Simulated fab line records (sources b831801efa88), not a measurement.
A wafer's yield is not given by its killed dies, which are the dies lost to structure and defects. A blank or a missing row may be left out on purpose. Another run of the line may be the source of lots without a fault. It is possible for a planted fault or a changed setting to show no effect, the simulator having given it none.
One fault through the eyes of 2 desks :: flow sky130 :: numbers are kept per desk, each desk with only its own; the story behind them comes last

## FROM THE METROLOGY DESK
What the gauges read, lot by lot, whatever tool the lot ran on: means of the sampled wafers that have a number. The brackets show how far a lot's mean lies from the usual mean; more than 4 standard deviations puts the lot out of limits, marked OUT.
Columns: A = POLY_GATE_TW at SKY_RES_PROTECT_TW_MEAS_08, usual 4041; B = LOCAL_INTERCONNECT_TIN_RS at SKY_LOCAL_INTERCONNECT_RS_MEAS_01, usual 14.17 ohm/sq; C = LOCAL_INTERCONNECT_TIN_THK at SKY_LOCAL_INTERCONNECT_THK_MEAS_02, usual 97.9 nm; D = cdNm at SKY_VIA2_CD_MEAS_12, usual 200.0 nm
lot: L587
first seen here: day 16 09:47
A: 4032
B: 14.17
C: 98.1
D: 200.0

lot: L589
first seen here: day 17 05:56
A: 4038
B: 14.38
C: 95.9
D: 200.3

lot: L592
first seen here: day 18 00:10
A: 4053
B: 14.15
C: 98.4
D: 199.6

lot: L593
first seen here: day 18 00:26
A: 4064
B: 14.24
C: 97.6
D: 198.8

lot: L595
first seen here: day 18 21:15
A: 4052
B: 14.04
C: 98.5
D: 199.6

lot: L596
first seen here: day 19 05:00
A: 3992
B: 14.29
C: 97.3
D: 201.7

lot: L598
first seen here: day 20 02:49
A: 4032
B: 14.76
C: 94.8
D: 201.3

lot: L601
first seen here: day 21 02:08
A: 4029
B: 14.21
C: 97.4
D: 199.7

lot: L606
first seen here: day 23 01:26
A: 4085
B: 14.14
C: 98.5
D: 198.4

lot: L608
first seen here: day 23 10:29
A: 4078
B: 14.19
C: 97.9
D: 200.9

lot: L609
first seen here: day 23 12:44
A: 4027
B: 14.17
C: 98.0
D: 200.4
This desk's verdict: no lot among the 11 shows anything out of limits.

## TOOL OWNER'S DESK, pvdSputter-03
The tool's own readings at SKY_LOCAL_INTERCONNECT_SPUTTER_00 (material TiN, target thk 100 nm, time 83.3 s): means of the sampled wafers that have a number, for each lot that ran on this tool. The brackets show how far a lot's mean lies from the usual mean; more than 4 standard deviations puts the lot out of limits, marked OUT.
Columns: A = throttleValvePct at SKY_LOCAL_INTERCONNECT_SPUTTER_00, usual 30.4 %
lot: L592
first seen here: day 32 06:10
A: 29.7

lot: L595
first seen here: day 33 07:04
A: 29.0

lot: L596
first seen here: day 33 09:14
A: 29.1

lot: L598
first seen here: day 34 00:34
A: 30.1
This desk's verdict: no lot among the 4 shows anything out of limits.

## BROUGHT TOGETHER
Nothing out of limits was seen by the metrology desk.
The desk of the tool owner found nothing out of limits.

## WHAT THE SIMULATOR HAD INSERTED
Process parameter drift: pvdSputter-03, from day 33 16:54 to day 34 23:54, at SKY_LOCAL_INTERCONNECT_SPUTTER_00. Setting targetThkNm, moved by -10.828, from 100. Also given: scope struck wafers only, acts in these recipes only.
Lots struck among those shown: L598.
